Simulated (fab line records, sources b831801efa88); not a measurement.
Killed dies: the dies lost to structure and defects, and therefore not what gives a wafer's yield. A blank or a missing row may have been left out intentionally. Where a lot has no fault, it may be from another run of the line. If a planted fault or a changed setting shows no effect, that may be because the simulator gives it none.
2 desks, one fault -- flow sky130 -- only its own numbers are on each desk; what lay behind them is given at the end

== FOR THE TOOL OWNER'S DESK: implanter-04 ==
The tool's own readings at SKY_SD_P_IMPLANT_09: means of the sampled wafers that have a number, for each lot that ran on this tool. Any lot whose mean is over 4 standard deviations away from the usual mean is out of limits and marked OUT; that distance is given in the brackets.
Columns: A = tilt-deg at SKY_SD_P_IMPLANT_09, usual 0.001 degrees
lot,first seen here,A
L655,day 26 16:37,0.003
L667,day 32 09:52,-0.003
L671,day 32 16:20,6.968 (+99 or more) OUT
L674,day 33 06:53,6.970 (+99 or more) OUT
This desk's verdict: out of limits on L671, L674, starting with L671 at day 32 16:20 (tilt-deg at SKY_SD_P_IMPLANT_09). In limits: L655, L667.

== AT THE METROLOGY DESK ==
Lot by lot, what the gauges showed, no matter which tool ran the lot: averages of those sampled wafers that carry a number. Any lot whose mean is over 4 standard deviations away from the usual mean is out of limits and marked OUT; that distance is given in the brackets.
Columns: A = SD_P_TW at SKY_SD_P_TW_MEAS_11, usual 2837; B = SD_P_RS at SKY_SD_N_RS_MEAS_17, usual 147.1 ohm/sq
lot,first seen here,A,B
L655,day 26 16:50,2869,146.6
L657,day 27 10:02,2802,146.8
L659,day 28 00:04,2794,146.6
L660,day 28 17:32,2803,146.1
L662,day 29 00:55,2809,146.8
L665,day 30 08:16,2815,147.1
L667,day 32 10:05,2862,147.1
L670,day 32 12:19,2847,148.0
L671,day 32 16:34,2967 (+5.0) OUT,138.8 (-19) OUT
L674,day 33 07:07,3019 (+7.0) OUT,138.7 (-20) OUT
Per this desk, out of limits: L671, L674; the first was L671, day 32 16:34 (SD_P_TW at SKY_SD_P_TW_MEAS_11). In limits: L655, L657, L659, L660, L662, L665, L667, L670.

== ALL TOGETHER ==
The tool owner's desk had the chance to raise an alarm at day 32 16:20 on L671, L674.
The metrology desk could have raised an alarm at day 32 16:34, on L671, L674.
Every lot named ran SKY_SD_P_IMPLANT_09 on implanter-04.

== WHAT THE SIMULATOR PUT IN ==
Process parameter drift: implanter-04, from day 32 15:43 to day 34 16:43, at SKY_SD_P_IMPLANT_09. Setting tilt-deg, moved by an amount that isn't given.
Struck lots among those shown: L671, L674.
Time in hours from fault onset to the first out-of-limits reading at each desk: tool owner's desk 1, metrology desk 1.
